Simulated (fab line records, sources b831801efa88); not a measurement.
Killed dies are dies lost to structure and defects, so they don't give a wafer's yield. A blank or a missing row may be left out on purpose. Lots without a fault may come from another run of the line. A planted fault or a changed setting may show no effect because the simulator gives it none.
Which tool did it? | flow sky130 | 13 lots, 39 wafers sampled, at 2 steps of a route of 708

WHAT THE GAUGES READ, wafer by wafer
SKY_RES_PROTECT_TW_MEAS_08.
lot  | measured     | on            | POLY_GATE_TW
L738 | day 15 11:45 | film_metro-03 | 4007 3987 3982
L739 | day 16 10:58 | film_metro-03 | 4040 4005 4002
L740 | day 17 14:02 | film_metro-03 | 4003 3999 4028
L741 | day 17 14:20 | film_metro-03 | 4017 4002 3978
L744 | day 17 21:26 | film_metro-02 | 3998 4002 4017
L745 | day 17 23:42 | film_metro-04 | 4064 4072 4047
L747 | day 18 13:55 | film_metro-03 | 3995 4008 4008
L749 | day 19 02:26 | film_metro-02 | 4043 4050 4054
L748 | day 19 03:55 | film_metro-02 | 4038 4011 4032
L757 | day 22 11:35 | film_metro-04 | 4062 4056 4051
L758 | day 22 13:44 | film_metro-02 | 4032 4004 4033
L759 | day 22 14:47 | film_metro-02 | 4022 4042 4032
L760 | day 22 17:16 | film_metro-04 | 4064 4065 4053

SKY_POLY_GATE_OVL_MEAS_14.
lot  | measured     | on         | POLY_GATE_OVL (nm)
L738 | day 16 17:44 | overlay-02 | -9 -13 3
L739 | day 17 19:08 | overlay-01 | 2 -6 -6
L740 | day 18 23:34 | overlay-02 | 4 3 4
L741 | day 18 23:03 | overlay-01 | 2 -1 -3
L744 | day 19 05:41 | overlay-01 | -10 -5 -1
L745 | day 19 10:23 | overlay-01 | 0 0 -2
L747 | day 19 23:26 | overlay-02 | -7 -12 -9
L749 | day 20 11:12 | overlay-02 | -5 0 -2
L748 | day 20 12:30 | overlay-02 | -1 3 9
L757 | day 23 20:21 | overlay-01 | -1 7 8
L758 | day 23 22:53 | overlay-01 | -2 3 -3
L759 | day 23 22:40 | overlay-01 | -10 -5 3
L760 | day 24 01:23 | overlay-01 | 0 -8 -6

WHICH TOOL RAN EACH LOT (tool, then ch and the chambers of the sampled wafers, then the start)
The record holds no process step before these readings.

WHAT THE TOOLS THEMSELVES READ (means of the sampled wafers that have a number; where no wafer has one, the mark that the record gives instead)
The record holds no such reading with a usual standard deviation.

THE ANSWER, worked out from the rows above alone
Rule: what is usual is taken from the lots themselves. Put in order of their means at a reading, lots are off if they are a third of the lots or fewer, leave a main group of 4 or more, and stand apart from it by a gap of 3 or more times the standard deviation of the main group's means; of several such gaps the widest counts. A main group whose means are all the same, to the digits that the tables above print for the reading, isn't used. A lot without any number at a reading at which 4 lots or more have one is off too. The other lots that the step has rows for count as sound. The gauges are gone through in route order, then the tools' own readings, and for those a lot's mean is taken as printed above. The first step at which some lot is off is used, and at that step the reading that is off furthest; a lot without a number counts as furthest.
No lot is off at any reading shown: from this, nothing can be told.

WHAT THE SIMULATOR HAD PUT IN
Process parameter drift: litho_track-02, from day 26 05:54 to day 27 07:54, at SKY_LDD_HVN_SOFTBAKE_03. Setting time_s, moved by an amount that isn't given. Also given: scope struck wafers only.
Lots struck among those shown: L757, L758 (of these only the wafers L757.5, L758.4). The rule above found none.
